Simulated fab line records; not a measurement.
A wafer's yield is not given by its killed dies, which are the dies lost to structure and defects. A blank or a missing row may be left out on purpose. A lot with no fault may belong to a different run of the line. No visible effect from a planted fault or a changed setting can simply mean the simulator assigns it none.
A single fault, viewed from 2 desks | flow sky130 | each desk holds nothing but its own numbers, with what lay behind them at the end

TOOL OWNER'S DESK, litho-track-03
The tool's own readings at SKY_POLY_CUT_DEVELOP_07 (develop time 60 s): means of the sampled wafers that have a number, for each lot that ran on this tool. If a lot's mean is further than 4 standard deviations from the usual mean, the lot is out of limits and carries the mark OUT (the distance appears in the brackets).
Columns: A = chill-plate-temp-C at SKY_POLY_CUT_DEVELOP_07, usual 23.00 C
lot  | first seen here | A
L133 | day 30 22:00    | 23.05
This desk's finding: nothing out of limits on the one lot.

THE METROLOGY DESK
Lot by lot, what the gauges showed, no matter which tool ran the lot: averages of those sampled wafers that carry a number. If a lot's mean is further than 4 standard deviations from the usual mean, the lot is out of limits and carries the mark OUT (the distance appears in the brackets).
Columns: A = LDD_LDN_TW at SKY_LDD_LDN_TW_MEAS_13, usual 1491; B = SPACER_CVD_00_THK at SKY_SPACER_THK_MEAS_01, usual 42.9 nm; C = cd-nm at SKY_POLY_CUT_CD_MEAS_08, usual 270.1 nm
lot  | first seen here | A    | B    | C
L116 | day 24 08:40    | 1494 | 43.4 | 269.5
L121 | day 25 13:15    | 1488 | 42.4 | -
L122 | day 26 02:14    | 1503 | 43.2 | -
L124 | day 26 14:18    | 1480 | 43.0 | -
L126 | day 27 02:16    | 1492 | 42.6 | 270.1
L133 | day 29 17:49    | 1487 | 43.1 | 271.8
L138 | day 30 21:19    | 1499 | 42.4 | 267.3
Result from this desk: across the 7 lots, nothing is out of limits.

ALL TOGETHER
The tool owner's desk saw nothing out of limits.
From the metrology desk's view, nothing was out of limits.

WHAT THE SIMULATOR PUT IN
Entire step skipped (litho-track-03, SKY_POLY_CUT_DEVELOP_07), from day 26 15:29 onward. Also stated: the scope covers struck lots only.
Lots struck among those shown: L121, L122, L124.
